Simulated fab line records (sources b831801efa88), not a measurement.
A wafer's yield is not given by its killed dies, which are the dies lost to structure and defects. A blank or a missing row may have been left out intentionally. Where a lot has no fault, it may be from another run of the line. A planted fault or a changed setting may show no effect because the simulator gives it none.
8D (eight disciplines) problem report, filled in by code / flow sky130 / the parts of the form that need people (team, actions taken, sign-off) are left out

## 1. PROBLEM STATEMENT
PASSIVATION_CVD_02_THK at SKY_PASSIVATION_THK_MEAS_03 reads a mean of 601 nm on 6 wafers of 2 lots; wafers without a fault read 543 nm with a standard deviation of 7.5. That is +7.8 standard deviations from the usual mean.
The first sign was on wafer L166.3 at day 49 06:49, on film-metro-04. The record has a number at this step for 33 wafers belonging to 11 lots. Rule for "out", or "out of limits": more than 4 standard deviations from the usual mean. Any other wafer with a number is counted as sound.

## 2. WHAT IT IS; WHAT IT IS NOT
question=which readings at this step; is=PASSIVATION_CVD_02_THK; is not=-
question=which lots; is=L166, L167; is not=L145, L146, L147, L150, L151, L154, L155, L156, L157
question=which wafers of those lots; is=all that have a number; is not=-
question=read on which gauges; is=film-metro-03, film-metro-04; is not=film-metro-02
question=when; is=from day 49 06:49; is not=up to then (27 sound wafers)

## 3. THE SUSPECTS, EACH WITH WHAT RULES IT OUT
Counting: a tool stays on the suspect list if, at a process step up to the reading, it processed all lots that are out and no sound lot following the first of them.
- ruled out: the gauge at SKY_PASSIVATION_THK_MEAS_03. 2 gauges (film-metro-03, film-metro-04) read the wafers that are out.
- pecvd-04 at SKY_PASSIVATION_CVD_02 (deposits Si3N4, target thk 540 nm): kept. It processed each lot that is out, first L166 at day 49 06:34, and no sound lot thereafter; up to then, the last sound lot it processed was L156 at day 46 18:53. Its own rf-fwd-power-W readings are out on those wafers.
Remaining after the count: pecvd-04 at SKY_PASSIVATION_CVD_02.

## 4. THE CAUSE (what the simulator had put in)
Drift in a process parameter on pecvd-04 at SKY_PASSIVATION_CVD_02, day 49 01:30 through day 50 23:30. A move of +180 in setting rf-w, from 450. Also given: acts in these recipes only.
After counting, this tool was the only one left.

## 5. SEQUENCE OF EFFECTS, ordered by route
Each row: a reading where the mean over the struck wafers with a number is more than 3 standard deviations away from the usual. Scope: only readings with a usual standard deviation given in the record; hours: median across lots of the time from each lot's start at the first step in this table that gives one to its start at this step; sigmas: change in usual standard deviations.
hours=0; step=SKY_PASSIVATION_CVD_02; reading=rf-fwd-power-W; usual=448.8 W; on struck wafers=627.9; change=+179.1; sigmas=+99 or more
hours=0; step=SKY_PASSIVATION_THK_MEAS_03; reading=PASSIVATION_CVD_02_THK; usual=543 nm; on struck wafers=601; change=+58; sigmas=+7.8
Its process steps:
- SKY_PASSIVATION_CVD_02: deposits Si3N4, target thk 540 nm.

## 6. WHAT WOULD HAVE CAUGHT IT SOONER
In this record the first reading out of limits at a measuring or inspecting step was taken at day 49 06:49, 5 hours after the fault began at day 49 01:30.
The tool's own readings at SKY_PASSIVATION_CVD_02 were out on every struck wafer that the step has a row for (rf-fwd-power-W): an alarm limit on them would have fired on the first of those.
Lots out: 2; of these, L167 started SKY_PASSIVATION_CVD_02 on pecvd-04 after day 49 06:49. A hold on the tool at that time would have spared it.
